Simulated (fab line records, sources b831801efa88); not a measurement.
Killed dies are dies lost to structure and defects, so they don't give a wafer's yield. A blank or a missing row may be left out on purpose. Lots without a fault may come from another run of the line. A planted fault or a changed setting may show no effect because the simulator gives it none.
A struck lot beside a sound one | flow gf180mcu | 14 steps out of a route of 602
Sound: wafers L993.3, L993.4, L993.5. Struck: wafers L110.2, L110.3, L110.6. The cause comes at the end.
At each step with rows: each side's tool, then ch and its chambers, then its first start. Under that, the readings that differ: sound wafers | struck wafers | difference of the means | sigmas: that difference in standard deviations of wafers without a fault.
alike: readings whose means differ by less than 2 such deviations, and words and numbers that are the same on both sides. not compared: withheld readings, readings that some wafer has no value for, bounds like >300 that may hide the same value, and numbers for which the record gives no deviation and whose values overlap.
The two part at a step that has a row with sigmas, a row that says differs or no value, or rows on one side only. Numbers that don't overlap but have no deviation are shown without sigmas and don't part them. A reading that every wafer of one side lacks parts them only if that side has two wafers or more.

GF_V3_OVL_MEAS_15:
  sound on overlay-01, day 22 08:28; struck on overlay-01, day 28 04:11
  alike: V3_OVL
then, 1 step without rows for these wafers: GF_V3_ETCH_16 (etches BARC in N2/H2).
GF_V3_ETCH_17: etches SiO2 in C4F8/O2/Ar, stops on TiN, target depth 635 nm.
  sound on rie_diel-01 ch 0,1,3; struck on rie_diel-01 ch 2,3
  alike: oes_product_au
then, 3 steps without rows for these wafers: GF_V3_STRIP_18 (strips in O2/N2); GF_V3_STRIP_19 (strips in post etch residue remover, time 1200 s); GF_V3_CLEAN_20 (cleans in DIW).
GF_V3_SPUTTER_21: material Ti, target thk 15 nm, time 80.02 s.
  sound on pvd_sputter-01, day 22 09:31; struck on pvd_sputter-04, day 28 04:53
  alike: cathode_dc_power_W, chamber_pressure_pa, throttle_valve_pct
GF_V3_SPUTTER_22: material TiN, target thk 10 nm, time 40 s.
  sound on pvd_sputter-01, day 22 09:34; struck on pvd_sputter-04, day 28 04:56
  alike: cathode_dc_power_W, chamber_pressure_pa, throttle_valve_pct
GF_V3_CVD_23: deposits W, target thk 350 nm, time 104.9 s.
  sound on cvd_w-01 ch 0,1, day 22 09:39; struck on cvd_w-01 ch 1, day 28 04:59
  alike: heater_power_w, susceptor_temp_C
GF_V3_RS_MEAS_24: measures by four-point-probe.
  sound on film_metro-01, day 22 09:46; struck on film_metro-04, day 28 05:07
  alike: V3_W_RS
GF_V3_THK_MEAS_25: measures by xrf.
  sound on film_metro-01, day 22 09:52; struck on film_metro-04, day 28 05:13
  alike: V3_W_THK
GF_V3_CMP_26: polishes, stops on SiO2, t overpolish 15 s, target thk 0 nm.
  sound on cmp-01 ch 1,2,3, day 22 10:01; struck on cmp-02 ch 0,3, day 28 05:16
  alike: motor_current_A, overpolish_run_s, platen_rpm, time_to_endpoint_s
GF_M4_SPUTTER_00: material Ti, target thk 37.5 nm, time 150 s.
  sound on pvd_sputter-04, day 22 10:13; struck on pvd_sputter-01, day 28 05:34
  no value came back on the struck wafers for cathode_dc_power_W (W), chamber_pressure_pa (Pa), throttle_valve_pct (%); on the sound wafers cathode_dc_power_W (W) reads 3999.8 3999.5 4001.0
then, 1 step without rows for these wafers: GF_M4_SPUTTER_01 (material TiN, target thk 30 nm, time 25 s).

WHERE THEY PART
Only at GF_M4_SPUTTER_00, within this record.

WHY: what the simulator had put in
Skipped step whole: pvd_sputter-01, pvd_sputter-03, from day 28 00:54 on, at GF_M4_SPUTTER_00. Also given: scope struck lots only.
